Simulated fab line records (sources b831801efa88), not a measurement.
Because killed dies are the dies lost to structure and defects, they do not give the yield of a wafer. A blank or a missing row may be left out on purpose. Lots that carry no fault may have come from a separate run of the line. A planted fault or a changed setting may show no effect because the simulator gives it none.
The tool behind it: which one? | flow gf180mcu | 14 lots with 41 wafers sampled at 4 steps, on a route of 602 steps

== WHAT THE GAUGES SHOWED, per wafer ==
GF_STI_THK_MEAS_30. Usual: STI_OXIDATION_02_THK gives 9.99 nm (standard deviation 0.17).
lot  | measured    | on            | STI_OXIDATION_02_THK (nm) | flag
L689 | day 2 05:50 | film metro-01 | 9.79 9.90 9.84            |
L691 | day 2 17:26 | film metro-03 | 10.32 10.23 10.35         |
L693 | day 3 03:22 | film metro-03 | 9.72 9.96 9.95            |
L694 | day 3 07:52 | film metro-02 | 10.00 10.05 10.07         |
L695 | day 3 16:52 | film metro-01 | 9.76 9.94 9.88            |
L696 | day 3 17:10 | film metro-01 | 9.69 10.10 9.85           |
L697 | day 4 00:56 | film metro-01 | 10.12 10.29 10.14         |
L698 | day 4 05:34 | film metro-03 | 9.93 10.01 10.03          |
L699 | day 4 10:02 | film metro-01 | 10.01 10.34 10.13         |
L700 | day 4 15:32 | film metro-01 | 9.93 9.91 9.97            |
L707 | day 6 03:03 | film metro-01 | 10.08 10.20               |
L708 | day 6 08:31 | film metro-02 | 9.67 9.51 9.46            |
L711 | day 6 23:13 | film metro-02 | 9.90 9.81 9.71            |
L712 | day 7 05:07 | film metro-03 | 10.21 10.18 10.20         |

GF_POLY_GATE_THK_MEAS_17. Usual: POLY_GATE_OXIDATION_THK gives 4.00 nm (standard deviation 0.092).
lot  | measured     | on            | POLY_GATE_OXIDATION_THK (nm) | flag
L689 | day 9 05:46  | film metro-02 | 4.09 4.15 4.15               |
L691 | day 9 22:11  | film metro-02 | 3.94 4.01 3.97               |
L693 | day 10 09:53 | film metro-01 | 4.04 3.90 3.99               |
L694 | day 10 18:17 | film metro-02 | 4.07 4.06 4.04               |
L695 | day 11 04:01 | film metro-01 | 4.16 4.15 4.13               |
L696 | day 11 05:59 | film metro-04 | 4.11 4.09 4.18               |
L697 | day 11 21:05 | film metro-01 | 4.11 4.13 4.13               |
L698 | day 12 02:17 | film metro-04 | 3.95 3.99 3.98               |
L699 | day 12 11:57 | film metro-01 | 4.05 4.04 3.97               |
L700 | day 12 19:32 | film metro-01 | 4.02 4.05 4.07               |
L707 | day 14 22:50 | film metro-04 | 3.95 4.02                    |
L708 | day 15 09:56 | film metro-01 | 3.90 3.87 3.89               |
L711 | day 16 00:50 | film metro-04 | 4.01 3.94 4.00               |
L712 | day 16 07:54 | film metro-04 | 4.04 3.96 3.97               |

GF_HV_LDD_OVL_MEAS_08. Usual: HV_LDD_OVL gives -0.7 nm (standard deviation 1.3).
lot  | measured     | on         | HV_LDD_OVL (nm) | flag
L689 | day 9 23:35  | overlay-01 | -1.0 0.6 -0.4   |
L691 | day 10 15:23 | overlay-01 | -0.3 -0.8 -0.8  |
L693 | day 11 04:46 | overlay-01 | 0.0 -0.6 0.3    |
L694 | day 11 12:41 | overlay-02 | 2.0 -0.8 -3.1   |
L695 | day 11 22:43 | overlay-02 | -1.5 -1.5 -2.2  |
L696 | day 12 01:05 | overlay-01 | -2.4 -2.5 -0.2  |
L697 | day 12 14:59 | overlay-02 | -0.5 -0.8 1.0   |
L698 | day 12 21:10 | overlay-01 | -1.2 -1.8 -0.1  |
L699 | day 13 07:11 | overlay-02 | -1.1 -2.4 -1.7  |
L700 | day 13 15:20 | overlay-02 | -1.7 0.1 -1.0   |
L707 | day 15 19:17 | overlay-01 | 0.3 -1.0        |
L708 | day 16 07:01 | overlay-01 | 2.5 1.6 1.3     |
L711 | day 16 23:30 | overlay-02 | -3.2 -1.8 -2.3  |
L712 | day 17 07:13 | overlay-02 | 0.5 0.5 0.7     |

== TOOL THAT RAN EACH LOT (tool first, then ch and the chambers of the sampled wafers, then the start) ==
lot  | GF_STI_ETCH_14
L689 | rie si-02 ch 0,1,3, day 2 01:25
L691 | rie si-01 ch 1,2,3, day 2 11:07
L693 | rie si-01 ch 0,2, day 2 21:19
L694 | rie si-02 ch 0,2, day 3 03:40
L695 | rie si-01 ch 0,1, day 3 11:40
L696 | rie si-02 ch 0,3, day 3 12:55
L697 | rie si-02 ch 1,2, day 3 19:46
L698 | rie si-01 ch 0,1,3, day 4 00:43
L699 | rie si-01 ch 0,2,3, day 4 05:49
L700 | rie si-01 ch 0,2,3, day 4 10:52
L707 | rie si-01 ch 2,3, day 5 22:10
L708 | rie si-01 ch 0,1,3, day 6 03:27
L711 | rie si-02 ch 0,2, day 6 19:03
L712 | rie si-02 ch 0,2,3, day 7 00:31
- GF_STI_ETCH_14: etches Si in HBr/Cl2/O2, target depth 360 nm, time 102.9 s.

== AS READ BY THE TOOLS THEMSELVES (means over the sampled wafers that have a number; for cases with no such wafer, the mark the record gives instead) ==
GF_STI_ETCH_14. Usual: drypump motor current A 5.5 A, standard deviation 0.45; oes product au 0.998 a.u., standard deviation 0.0094; rf fwd power W 596.5 W, standard deviation 2.1; run length s 131.4 s, standard deviation 0.42; throttle valve pct 25.659 %, standard deviation 0.011.
lot  | tool      | drypump motor current A (A) | oes product au (a.u.) | rf fwd power W (W) | run length s (s) | throttle valve pct (%) | flag
L689 | rie si-02 | 5.4                         | 1.007                 | 596.8              | 131.6            | 25.646                 |
L691 | rie si-01 | 5.7                         | 1.005                 | 594.4              | 131.4            | 25.653                 |
L693 | rie si-01 | 5.7                         | 0.986                 | 594.9              | 131.5            | 25.671                 |
L694 | rie si-02 | 5.5                         | 1.000                 | 598.3              | 131.2            | 25.657                 |
L695 | rie si-01 | 5.6                         | 0.995                 | 596.2              | 131.0            | 25.660                 |
L696 | rie si-02 | 5.0                         | 1.003                 | 596.3              | 131.7            | 25.652                 |
L697 | rie si-02 | 5.8                         | 1.002                 | 596.1              | 131.6            | 25.649                 |
L698 | rie si-01 | 5.4                         | 0.996                 | 598.2              | 131.1            | 25.662                 |
L699 | rie si-01 | 5.6                         | 0.989                 | 596.4              | 131.5            | 25.671                 |
L700 | rie si-01 | 5.6                         | 0.983                 | 594.5              | 131.4            | 25.665                 |
L707 | rie si-01 | 5.8                         | 0.998                 | 592.6              | 129.1            | 25.652                 | OFF
L708 | rie si-01 | 5.4                         | 0.986                 | 597.7              | 129.7            | 25.662                 | OFF
L711 | rie si-02 | 5.5                         | 1.005                 | 595.7              | 131.5            | 25.657                 |
L712 | rie si-02 | 5.2                         | 0.996                 | 599.6              | 131.5            | 25.663                 |

== THE ANSWER, worked out from the rows above alone ==
Rule: take the mean of a lot's wafers that have a number; if it is more than 3 standard deviations from the usual mean, the lot is off. A lot without any number at a reading at which 4 lots or more have one is off too. The other lots that the step has rows for count as sound. The gauges are gone through in route order, then the tools' own readings, and for those a lot's mean is taken as printed above. At the first step where some lot is off, the reading lying furthest off is the one used; lots without a number count as furthest.
Off at GF_STI_ETCH_14 (run length s): L707, L708.
If a tool, at that step or one of the process steps before it, ran each lot that is off and ran no sound lot following the first of them, it fits. One fits: rie si-01 at GF_STI_ETCH_14. Its last sound lot is L700 (day 4 10:52), its first lot that is off L707 (day 5 22:10): a fault that began between those two fits.
The tool's own readings at GF_STI_ETCH_14 bear it out: on the lots that are off they differ by more than 5 times the standard deviation of the sound lots' means. run length s reads 129.4 s there against 131.4 s on the sound lots.

== WHAT THE SIMULATOR PUT IN ==
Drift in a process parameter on rie si-01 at GF_STI_ETCH_14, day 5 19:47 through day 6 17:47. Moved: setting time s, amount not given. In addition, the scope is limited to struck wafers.
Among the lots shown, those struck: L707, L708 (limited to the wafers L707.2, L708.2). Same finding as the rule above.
